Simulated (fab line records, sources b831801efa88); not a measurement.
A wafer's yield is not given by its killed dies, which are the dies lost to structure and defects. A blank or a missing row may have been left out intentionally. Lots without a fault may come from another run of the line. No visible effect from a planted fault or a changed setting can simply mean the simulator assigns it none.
Which of the tools did it? -- flow sky130 -- Sampling: 7 lots, 20 wafers, 4 of 708 route steps

WHAT THE GAUGES SHOWED, per wafer
SKY_METAL3_CD_MEAS_13: the cd target is 300 nm.
lot,measured,on,cd-nm (nm)
L999,day 39 03:10,cd-sem-02,299.6 300.1 298.5
L101,day 39 22:29,cd-sem-01,299.8 298.0 299.4
L103,day 40 11:14,cd-sem-02,302.7 301.8 303.7
L105,day 40 21:31,cd-sem-01,301.5 302.1 301.7
L107,day 41 20:02,cd-sem-02,299.0 300.6 301.1
L110,day 42 11:59,cd-sem-01,300.0 300.5 301.2
L118,day 44 12:31,cd-sem-02,258.1 257.1

WHICH TOOL RAN EACH LOT (tool, then ch and the chambers of the sampled wafers, then the start)
lot,SKY_VIA2_ETCH_14,SKY_METAL3_SPUTTER_00,SKY_METAL3_EXPOSE_10
L999,"rie-diel-04 ch 2,3, day 36 21:33","pvd-sputter-04, day 36 22:55","krf-scanner-01 ch 0, day 38 15:10"
L101,"rie-diel-01 ch 0,1,2, day 37 16:56","pvd-sputter-03, day 37 18:19","krf-scanner-01 ch 0, day 39 09:14"
L103,"rie-diel-03 ch 0,1,3, day 38 08:39","pvd-sputter-03, day 38 10:02","krf-scanner-01 ch 0, day 40 00:37"
L105,"rie-diel-03 ch 0,3, day 38 18:00","pvd-sputter-03, day 38 19:27","krf-scanner-02 ch 0, day 40 09:01"
L107,"rie-diel-03 ch 1,2,3, day 39 16:21","pvd-sputter-04, day 39 17:50","krf-scanner-02 ch 0, day 41 08:23"
L110,"rie-diel-01 ch 0,1, day 40 09:03","pvd-sputter-04, day 40 10:28","krf-scanner-01 ch 0, day 42 00:37"
L118,"rie-diel-04 ch 0,2, day 42 12:27","pvd-sputter-03, day 42 14:34","krf-scanner-01 ch 0, day 44 01:58"
- SKY_VIA2_ETCH_14: etches BARC in N2/H2, stops on SiO2, time 45.9 s, target depth 60 nm.
- SKY_METAL3_SPUTTER_00: material Ti, target thk 15 nm, time 10 s.
- SKY_METAL3_EXPOSE_10: exposes mask MM3, target cd 300 nm.

THE ANSWER, worked out from the rows above alone
Rule: the usual values come from the lots themselves. Put in order of their means at a reading, lots are off if they are a third of the lots or fewer, leave a main group of 4 or more, and stand apart from it by a gap of 3 or more times the standard deviation of the main group's means; of several such gaps the widest counts. The tables above print the reading to a certain number of digits; a main group whose means all agree to those digits is not used. A lot without any number at a reading at which 4 lots or more have one is off too. All remaining lots with rows at the step are treated as sound.
Off at SKY_METAL3_CD_MEAS_13 (cd-nm): L118. For the main group the mean is 300.6 nm and the standard deviation 1.3.
A tool fits if, at a process step before that reading, it ran every lot that is off, and no sound lot after the first of them. Those tools and the gauges at SKY_METAL3_CD_MEAS_13 are tried in the same way. Can't be told from this: 4 tools fit, rie-diel-04 at SKY_VIA2_ETCH_14, pvd-sputter-03 at SKY_METAL3_SPUTTER_00, krf-scanner-01 at SKY_METAL3_EXPOSE_10, cd-sem-02 at SKY_METAL3_CD_MEAS_13.

WHAT THE SIMULATOR HAD INSERTED
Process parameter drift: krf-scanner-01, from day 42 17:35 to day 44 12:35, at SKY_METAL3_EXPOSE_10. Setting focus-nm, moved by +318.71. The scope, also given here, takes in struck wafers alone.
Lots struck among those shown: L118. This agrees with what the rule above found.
